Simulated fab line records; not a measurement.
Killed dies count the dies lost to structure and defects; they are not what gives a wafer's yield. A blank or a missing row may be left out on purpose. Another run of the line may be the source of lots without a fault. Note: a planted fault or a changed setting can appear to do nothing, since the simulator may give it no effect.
What tool caused it? :: flow gf180mcu :: 12 lots, 36 wafers sampled, at 4 steps of a route of 602

WHAT THE GAUGES SHOWED, per wafer
GF_M2_CD_MEAS_14 targets a cd of 280 nm. Usual: cdNm 280.2 nm, standard deviation 1.2.
lot: L719
measured: day 20 05:48
on: cdSem-01
cdNm (nm): 280.7 281.0 279.7
flag: 

lot: L720
measured: day 20 10:22
on: cdSem-02
cdNm (nm): 279.8 280.2 279.7
flag: 

lot: L721
measured: day 21 03:30
on: cdSem-01
cdNm (nm): 279.8 279.9 278.5
flag: 

lot: L722
measured: day 21 14:54
on: cdSem-01
cdNm (nm): 278.9 280.9 278.3
flag: 

lot: L724
measured: day 22 02:20
on: cdSem-02
cdNm (nm): 280.1 280.3 281.7
flag: 

lot: L725
measured: day 22 10:28
on: cdSem-01
cdNm (nm): 279.5 280.6 279.6
flag: 

lot: L727
measured: day 23 02:01
on: cdSem-01
cdNm (nm): 280.5 280.4 281.3
flag: 

lot: L728
measured: day 23 07:10
on: cdSem-02
cdNm (nm): 279.5 279.8 279.9
flag: 

lot: L730
measured: day 23 21:19
on: cdSem-01
cdNm (nm): 278.3 278.9 279.1
flag: 

lot: L731
measured: day 24 09:34
on: cdSem-02
cdNm (nm): 278.7 278.4 277.8
flag: 

lot: L732
measured: day 24 13:25
on: cdSem-01
cdNm (nm): 279.2 278.7 278.9
flag: 

lot: L738
measured: day 26 12:33
on: cdSem-02
cdNm (nm): 281.7 282.1 281.1
flag: 

GF_V2_THK_MEAS_01. Usual: for V2_CVD_00_THK the level is 603 nm and the standard deviation is 6.2.
lot: L719
measured: day 20 06:43
on: filmMetro-01
V2_CVD_00_THK (nm): 603 603 600
flag: 

lot: L720
measured: day 20 11:14
on: filmMetro-01
V2_CVD_00_THK (nm): 602 602 602
flag: 

lot: L721
measured: day 21 04:32
on: filmMetro-02
V2_CVD_00_THK (nm): 597 600 601
flag: 

lot: L722
measured: day 21 15:49
on: filmMetro-04
V2_CVD_00_THK (nm): 615 612 612
flag: 

lot: L724
measured: day 22 03:14
on: filmMetro-02
V2_CVD_00_THK (nm): 598 598 593
flag: 

lot: L725
measured: day 22 11:27
on: filmMetro-04
V2_CVD_00_THK (nm): 607 603 598
flag: 

lot: L727
measured: day 23 02:53
on: filmMetro-02
V2_CVD_00_THK (nm): 592 593 595
flag: 

lot: L728
measured: day 23 08:06
on: filmMetro-01
V2_CVD_00_THK (nm): 600 597 602
flag: 

lot: L730
measured: day 23 22:37
on: filmMetro-02
V2_CVD_00_THK (nm): 601 602 722 601 603 722
flag: OFF

lot: L731
measured: day 24 10:53
on: filmMetro-04
V2_CVD_00_THK (nm): 593 600 723 592 599 723
flag: OFF

lot: L732
measured: day 24 14:44
on: filmMetro-01
V2_CVD_00_THK (nm): 727 609 719 727 610 720
flag: OFF

lot: L738
measured: day 26 13:26
on: filmMetro-01
V2_CVD_00_THK (nm): 614 597 610
flag: 

EACH LOT AND THE TOOL THAT RAN IT (in order: tool; ch and the chambers of the sampled wafers; start)
lot: L719
GF_V1_ETCH_16: rieDiel-03 ch 1,3, day 19 04:23
GF_V2_CVD_00: hdpcvd-01 ch 1,2, day 20 06:38

lot: L720
GF_V1_ETCH_16: rieDiel-03 ch 1,2,3, day 19 08:58
GF_V2_CVD_00: hdpcvd-01 ch 0,1,2, day 20 11:10

lot: L721
GF_V1_ETCH_16: rieDiel-03 ch 0,2,3, day 20 01:44
GF_V2_CVD_00: hdpcvd-01 ch 0,1,2, day 21 04:28

lot: L722
GF_V1_ETCH_16: rieDiel-03 ch 0,2,3, day 20 13:44
GF_V2_CVD_00: hdpcvd-02 ch 0,1,2, day 21 15:44

lot: L724
GF_V1_ETCH_16: rieDiel-04 ch 0,1,2, day 21 00:46
GF_V2_CVD_00: hdpcvd-01 ch 0,2, day 22 03:09

lot: L725
GF_V1_ETCH_16: rieDiel-02 ch 0,2,3, day 21 09:19
GF_V2_CVD_00: hdpcvd-01 ch 1,2, day 22 11:23

lot: L727
GF_V1_ETCH_16: rieDiel-04 ch 1,2,3, day 22 01:22
GF_V2_CVD_00: hdpcvd-01 ch 0,1,2, day 23 02:49

lot: L728
GF_V1_ETCH_16: rieDiel-02 ch 0,2,3, day 22 07:40
GF_V2_CVD_00: hdpcvd-01 ch 0,1, day 23 08:01

lot: L730
GF_V1_ETCH_16: rieDiel-03 ch 2,3, day 22 23:01
GF_V2_CVD_00: hdpcvd-01 ch 1,2, day 23 22:31

lot: L731
GF_V1_ETCH_16: rieDiel-04 ch 0,1,2, day 23 11:01
GF_V2_CVD_00: hdpcvd-01 ch 0,1, day 24 10:47

lot: L732
GF_V1_ETCH_16: rieDiel-02 ch 0,1,2, day 23 14:10
GF_V2_CVD_00: hdpcvd-01 ch 1,2, day 24 14:37

lot: L738
GF_V1_ETCH_16: rieDiel-04 ch 0,1,3, day 25 13:46
GF_V2_CVD_00: hdpcvd-02 ch 0,1,2, day 26 13:22
- GF_V1_ETCH_16: etches BARC in N2/H2.
- GF_V2_CVD_00: deposits SiO2, target thk 600 nm, time 100 s.

WHAT THE TOOLS THEMSELVES READ (means of the sampled wafers that have a number; where no wafer has one, the mark that the record gives instead)
GF_V1_ETCH_16. Usual: drypumpMotorCurrentA 5.7 A, standard deviation 0.37; oesProductAu 0.855 a.u., standard deviation 0.0045; throttleValvePct 13.225 %, standard deviation 0.0096.
lot: L719
tool: rieDiel-03
drypumpMotorCurrentA (A): 5.3
oesProductAu (a.u.): 0.854
throttleValvePct (%): 13.221
flag: 

lot: L720
tool: rieDiel-03
drypumpMotorCurrentA (A): 5.3
oesProductAu (a.u.): 0.860
throttleValvePct (%): 13.231
flag: 

lot: L721
tool: rieDiel-03
drypumpMotorCurrentA (A): 5.3
oesProductAu (a.u.): 0.856
throttleValvePct (%): 13.228
flag: 

lot: L722
tool: rieDiel-03
drypumpMotorCurrentA (A): 5.3
oesProductAu (a.u.): 0.857
throttleValvePct (%): 13.215
flag: 

lot: L724
tool: rieDiel-04
drypumpMotorCurrentA (A): 5.9
oesProductAu (a.u.): 0.857
throttleValvePct (%): 13.227
flag: 

lot: L725
tool: rieDiel-02
drypumpMotorCurrentA (A): 5.9
oesProductAu (a.u.): 0.855
throttleValvePct (%): 13.219
flag: 

lot: L727
tool: rieDiel-04
drypumpMotorCurrentA (A): 6.0
oesProductAu (a.u.): 0.853
throttleValvePct (%): 13.227
flag: 

lot: L728
tool: rieDiel-02
drypumpMotorCurrentA (A): 5.9
oesProductAu (a.u.): 0.856
throttleValvePct (%): 13.225
flag: 

lot: L730
tool: rieDiel-03
drypumpMotorCurrentA (A): 5.2
oesProductAu (a.u.): 0.859
throttleValvePct (%): 13.217
flag: 

lot: L731
tool: rieDiel-04
drypumpMotorCurrentA (A): 5.9
oesProductAu (a.u.): 0.854
throttleValvePct (%): 13.218
flag: 

lot: L732
tool: rieDiel-02
drypumpMotorCurrentA (A): 5.9
oesProductAu (a.u.): 0.854
throttleValvePct (%): 13.232
flag: 

lot: L738
tool: rieDiel-04
drypumpMotorCurrentA (A): 6.0
oesProductAu (a.u.): 0.857
throttleValvePct (%): 13.226
flag: 

GF_V2_CVD_00. Usual: pressureMtorr 6.001 mTorr, standard deviation 0.011; sih4FlowSccm 59.94 sccm, standard deviation 0.18.
lot: L719
tool: hdpcvd-01
pressureMtorr (mTorr): 5.997
sih4FlowSccm (sccm): 60.00
flag: 

lot: L720
tool: hdpcvd-01
pressureMtorr (mTorr): 6.005
sih4FlowSccm (sccm): 59.77
flag: 

lot: L721
tool: hdpcvd-01
pressureMtorr (mTorr): 6.010
sih4FlowSccm (sccm): 60.08
flag: 

lot: L722
tool: hdpcvd-02
pressureMtorr (mTorr): 5.985
sih4FlowSccm (sccm): 59.92
flag: 

lot: L724
tool: hdpcvd-01
pressureMtorr (mTorr): 5.991
sih4FlowSccm (sccm): 59.75
flag: 

lot: L725
tool: hdpcvd-01
pressureMtorr (mTorr): 6.005
sih4FlowSccm (sccm): 59.86
flag: 

lot: L727
tool: hdpcvd-01
pressureMtorr (mTorr): 6.017
sih4FlowSccm (sccm): 59.89
flag: 

lot: L728
tool: hdpcvd-01
pressureMtorr (mTorr): 6.003
sih4FlowSccm (sccm): 59.89
flag: 

lot: L730
tool: hdpcvd-01
pressureMtorr (mTorr): 6.001
sih4FlowSccm (sccm): 64.07
flag: OFF

lot: L731
tool: hdpcvd-01
pressureMtorr (mTorr): 6.009
sih4FlowSccm (sccm): 63.91
flag: OFF

lot: L732
tool: hdpcvd-01
pressureMtorr (mTorr): 5.998
sih4FlowSccm (sccm): 68.06
flag: OFF

lot: L738
tool: hdpcvd-02
pressureMtorr (mTorr): 6.005
sih4FlowSccm (sccm): 60.06
flag: 

THE ANSWER, worked out from the rows above alone
Rule: a lot counts as off when the mean over its wafers that have a number is more than 3 standard deviations away from the usual mean. A lot without any number at a reading at which 4 lots or more have one is off too. Where the step has rows for the other lots, those lots are counted as sound. First the gauges in route order, then the tools' own readings, where a lot's mean is used as printed above. At the first step where some lot is off, the reading lying furthest off is the one used; lots without a number count as furthest.
Off: L730, L731, L732, seen at GF_V2_THK_MEAS_01 (V2_CVD_00_THK).
A tool fits if, at a process step before that reading, it ran every lot that is off, and no sound lot after the first of them. The gauges at GF_V2_THK_MEAS_01 aren't tried: what is off there is off at GF_V2_CVD_00 too, on other tools, and a gauge's error can't cause that. One fits: GF_V2_CVD_00 on hdpcvd-01. A fault onset in the window from L728 (day 23 08:01, its last sound lot) to L730 (day 23 22:31, its first lot off) fits.
On the lots that are off, the tool's own readings at GF_V2_CVD_00 differ by more than 5 times the standard deviation of the sound lots' means, which bears it out; sih4FlowSccm reads 65.35 sccm there versus 59.91 sccm on the sound lots.

WHAT THE SIMULATOR HAD INSERTED
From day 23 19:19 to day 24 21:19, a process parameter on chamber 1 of hdpcvd-01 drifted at GF_V2_CVD_00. Setting sih4FlowSccm shifted by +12 from 60. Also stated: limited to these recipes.
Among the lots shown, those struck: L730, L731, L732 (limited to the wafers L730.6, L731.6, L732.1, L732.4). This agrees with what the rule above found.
